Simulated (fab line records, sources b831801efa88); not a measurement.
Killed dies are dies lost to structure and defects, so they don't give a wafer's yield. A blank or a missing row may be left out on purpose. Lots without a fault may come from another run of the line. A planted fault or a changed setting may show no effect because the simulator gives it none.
Problem report in the 8D (eight disciplines) form, filled by code | flow gf180mcu | the parts of the form that need people (team, actions taken, sign-off) are left out

1. THE PROBLEM
dose_ions_cm2 at GF_HV_LDD_IMPLANT_21 reads a mean of 4.520e+13 on 6 wafers of 2 lots; wafers without a fault read 5.001e+13 with a standard deviation of 5.1e+10. That is -94 standard deviations from the usual mean.
First seen on wafer L872.1, day 15 14:12, on implanter-01. The record holds 42 wafers of 14 lots with a number at this step. Rule for "out", or "out of limits": more than 4 standard deviations from the usual mean. The other wafers with a number count as sound.

2. WHAT IT IS AND WHAT IT IS NOT
question                    | is                     | is not
which readings at this step | dose_ions_cm2          | -
which lots                  | L872, L874             | L857, L858, L859, L861, L863, L864, L865, L866, L877, L878, L879, L880
which wafers of those lots  | all that have a number | -
read on which tools         | implanter-01           | implanter-03, implanter-04
when                        | from day 15 14:12      | up to then (24 sound wafers); but 12 sound wafers of L877, L878, L879, L880 came after

3. SUSPECTS, AND WHAT RULES EACH OUT
Counting: a tool at a process step up to the reading stays a suspect if it ran every lot that is out and no sound lot after the first of them.
- implanter-01 at GF_HV_LDD_IMPLANT_21: kept. It ran every lot that is out, first L872 (day 15 14:12), and no sound lot after that; its last sound lot up to then is L865 (day 13 07:03). Its own readings are out on those wafers: dose_ions_cm2.
Left after counting: implanter-01 at GF_HV_LDD_IMPLANT_21.

4. THE CAUSE (what the simulator had put in)
Process parameter drift: implanter-01, from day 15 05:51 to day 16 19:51, at GF_HV_LDD_IMPLANT_21. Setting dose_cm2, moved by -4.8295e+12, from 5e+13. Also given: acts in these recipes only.
Counting left only this tool.

5. THE CHAIN OF EFFECTS, in route order
Each row: a reading whose mean over the struck wafers that have a number lies more than 3 standard deviations from the usual. Only readings for which the record gives a usual standard deviation are gone through. hours: the time from each lot's start at the first step in this table that gives one to its start at this step, as a median over the lots. sigmas: the change in usual standard deviations.
hours | step                 | reading            | usual     | on struck wafers | change     | sigmas
0     | GF_HV_LDD_IMPLANT_21 | dose_ions_cm2      | 5.001e+13 | 4.520e+13        | -4.812e+12 | -94
0     | GF_HV_LDD_IMPLANT_21 | faraday_current_uA | 282       | 257              | -25        | -4.8
The process steps in it:
- GF_HV_LDD_IMPLANT_21
Later measuring or inspecting steps at which every struck wafer that the step has a row for has a number for every such reading, and none has moved that far: GF_HV_LDD_TW_MEAS_23, GF_NSD_TW_MEAS_12, GF_SAB_OVL_MEAS_10, GF_CONTACT_THK_MEAS_01.

6. WHAT WOULD HAVE CAUGHT IT SOONER
In this record the first reading out of limits was taken at day 15 14:12, 8 hours after the fault began at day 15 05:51.
